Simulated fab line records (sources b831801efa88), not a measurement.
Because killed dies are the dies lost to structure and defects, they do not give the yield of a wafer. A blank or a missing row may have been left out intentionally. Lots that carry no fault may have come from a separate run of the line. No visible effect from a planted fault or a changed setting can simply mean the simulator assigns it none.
2 desks, one fault -- flow gf180mcu -- each desk has only its own numbers; what lay behind them comes last

== AT THE TOOL OWNER'S DESK: pecvd-02 ==
The tool's own readings at GF_V2_CVD_02 (deposits SiO2 from TEOS, target thk 850 nm, time 94.851 s): means of the sampled wafers that have a number, for each lot that ran on this tool. Any lot whose mean is over 4 standard deviations away from the usual mean is out of limits and marked OUT; that distance is given in the brackets.
Columns: A = heaterPowerW at GF_V2_CVD_02, usual 699 W
lot,first seen here,A
L653,day 19 05:22,703
L661,day 22 19:18,661
L664,day 23 16:11,704
L668,day 25 01:11,716
L670,day 25 15:26,707
Result from this desk: across the 5 lots, nothing is out of limits.

== METROLOGY DESK ==
What the gauges read, lot by lot, whatever tool the lot ran on: means of the sampled wafers that have a number. Any lot whose mean is over 4 standard deviations away from the usual mean is out of limits and marked OUT; that distance is given in the brackets.
Columns: A = V2_CVD_02_THK at GF_V2_THK_MEAS_03, usual 852 nm; B = cdNm at GF_M4_CD_MEAS_14, usual 280.3 nm
lot,first seen here,A,B
L653,day 19 05:27,873,281.0
L654,day 20 02:46,848,279.4
L657,day 21 07:38,853,278.9
L660,day 22 10:47,851,279.7
L661,day 22 19:23,851,280.1
L664,day 23 16:16,854,279.8
L668,day 25 01:17,704 (-12) OUT,279.5
L670,day 25 15:31,693 (-13) OUT,282.4
L671,day 25 23:58,850,279.4
L673,day 26 16:04,865,278.9
L674,day 26 22:04,861,280.1
L675,day 27 08:43,846,281.8
This desk's finding: out of limits on L668, L670; first on L668, day 25 01:17 (V2_CVD_02_THK at GF_V2_THK_MEAS_03). In limits: L653, L654, L657, L660, L661, L664, L671, L673, L674, L675.

== BROUGHT TOGETHER ==
L668, L670 would have let the metrology desk raise an alarm at day 25 01:17.
Nothing out of limits was seen by the tool owner's desk.
The tool owner's desk has L668, L670 on record, within its limits.
On pecvd-02, each named lot ran GF_V2_CVD_02.

== WHAT THE SIMULATOR PUT IN ==
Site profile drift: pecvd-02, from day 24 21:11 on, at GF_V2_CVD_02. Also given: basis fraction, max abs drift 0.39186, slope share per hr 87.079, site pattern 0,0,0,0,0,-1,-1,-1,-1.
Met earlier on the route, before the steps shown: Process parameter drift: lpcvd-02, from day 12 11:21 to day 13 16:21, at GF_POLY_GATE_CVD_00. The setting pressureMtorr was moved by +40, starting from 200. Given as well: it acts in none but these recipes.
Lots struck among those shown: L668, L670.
Hours from the fault's start to each desk's first reading out of limits: the metrology desk, 4.
